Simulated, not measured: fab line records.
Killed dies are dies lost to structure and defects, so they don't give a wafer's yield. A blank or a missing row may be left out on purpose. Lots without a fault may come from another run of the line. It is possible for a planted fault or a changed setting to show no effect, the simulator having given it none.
Which of the tools did it? -- flow gf180mcu -- 13 lots, 39 wafers sampled, at 2 steps of a route of 602

== WHAT THE GAUGES SHOWED, per wafer ==
GF_PSD_OVL_MEAS_08.
lot,measured,on,PSD_OVL (nm)
L901,day 14 23:45,overlay-02,2.1 3.4 1.2
L904,day 15 16:38,overlay-02,2.4 2.4 1.5
L903,day 15 17:59,overlay-02,0.2 1.7 1.8
L905,day 16 01:50,overlay-02,2.9 4.1 3.0
L906,day 16 15:00,overlay-02,-1.3 0.0 -1.3
L907,day 17 00:50,overlay-01,-1.0 2.2 3.8
L909,day 17 10:20,overlay-02,-0.2 0.0 0.5
L908,day 17 12:12,overlay-01,-2.1 -0.3 -0.3
L910,day 17 23:05,overlay-02,0.6 0.9 -0.2
L912,day 18 08:02,overlay-02,2.1 0.9 2.7
L921,day 21 08:12,overlay-02,2.3 -0.2 1.6
L923,day 22 05:41,overlay-02,-3.0 -2.3 0.3

== EACH LOT AND THE TOOL THAT RAN IT (in order: tool; ch and the chambers of the sampled wafers; start) ==
lot,GF_HV_LDD_STRIP_49
L901,"plasma_asher-01 ch 0,1, day 13 02:19"
L904,"plasma_asher-02 ch 0,1, day 13 17:59"
L903,"plasma_asher-03 ch 1, day 13 18:25"
L905,"plasma_asher-02 ch 0,1, day 14 03:55"
L906,"plasma_asher-03 ch 0,1, day 14 15:29"
L907,"plasma_asher-03 ch 0,1, day 15 00:11"
L909,"plasma_asher-01 ch 0,1, day 15 11:10"
L908,"plasma_asher-02 ch 0,1, day 15 11:59"
L910,"plasma_asher-02 ch 0,1, day 15 21:50"
L912,"plasma_asher-03 ch 0,1, day 16 07:37"
L916,"plasma_asher-02 ch 0,1, day 17 12:13"
L921,"plasma_asher-03 ch 0,1, day 19 05:07"
L923,"plasma_asher-03 ch 0,1, day 20 03:05"
- GF_HV_LDD_STRIP_49: strips in O2/N2.

== AS READ BY THE TOOLS THEMSELVES (means over the sampled wafers that have a number; for cases with no such wafer, the mark the record gives instead) ==
GF_HV_LDD_STRIP_49.
lot,tool,drypump_motor_current_A (A),heater_power_w (W),oes_product_au (a.u.),strip_time_to_endpoint_s (s)
L901,plasma_asher-01,6.0,322,0.718,12.69
L904,plasma_asher-02,5.7,302,0.717,12.64
L903,plasma_asher-03,5.4,330,0.716,12.65
L905,plasma_asher-02,5.8,320,0.712,12.60
L906,plasma_asher-03,5.3,363,0.717,12.63
L907,plasma_asher-03,5.1,398,0.720,12.61
L909,plasma_asher-01,6.0,331,0.718,12.64
L908,plasma_asher-02,5.8,322,0.714,12.61
L910,plasma_asher-02,5.8,323,0.714,12.61
L912,plasma_asher-03,5.3,367,0.714,12.64
L916,plasma_asher-02,5.8,323,0.923,-
L921,plasma_asher-03,5.3,360,0.715,12.61
L923,plasma_asher-03,5.1,399,0.715,12.63

== THE ANSWER, worked out from the rows above alone ==
Rule: the usual values come from the lots themselves. The widest of any qualifying gaps counts: lots, ordered by their means at a reading, are off when they make up no more than a third of the lots, leave a main group of 4 or more, and stand apart from it by 3 or more times the standard deviation of that group's means. If all means in a main group match to the digits the tables above print for the reading, that group is not used. A lot without any number at a reading at which 4 lots or more have one is off too. All remaining lots with rows at the step are treated as sound. First the gauges in route order, then the tools' own readings, where a lot's mean is used as printed above. The first step at which some lot is off is used, and at that step the reading that is off furthest; a lot without a number counts as furthest.
Off, at GF_HV_LDD_STRIP_49 on strip_time_to_endpoint_s: L916. Without a number there: L916. The main group: mean 12.63 s, standard deviation 0.024.
If a tool, at that step or one of the process steps before it, ran each lot that is off and ran no sound lot following the first of them, it fits. One fits: GF_HV_LDD_STRIP_49 on plasma_asher-02. A fault onset in the window from L910 (day 15 21:50, its last sound lot) to L916 (day 17 12:13, its first lot off) fits.
On the lots that are off, the tool's own readings at GF_HV_LDD_STRIP_49 differ by more than 5 times the standard deviation of the sound lots' means, which bears it out; oes_product_au reads 0.923 a.u. there versus 0.716 a.u. on the sound lots.
Blank at GF_HV_LDD_STRIP_49 on the lots that are off, where sound lots have numbers: strip_time_to_endpoint_s.

== WHAT THE SIMULATOR HAD INSERTED ==
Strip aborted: plasma_asher-02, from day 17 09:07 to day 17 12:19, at GF_HV_LDD_STRIP_49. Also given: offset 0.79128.
Lots struck among those shown: L916. The rule above found the same.
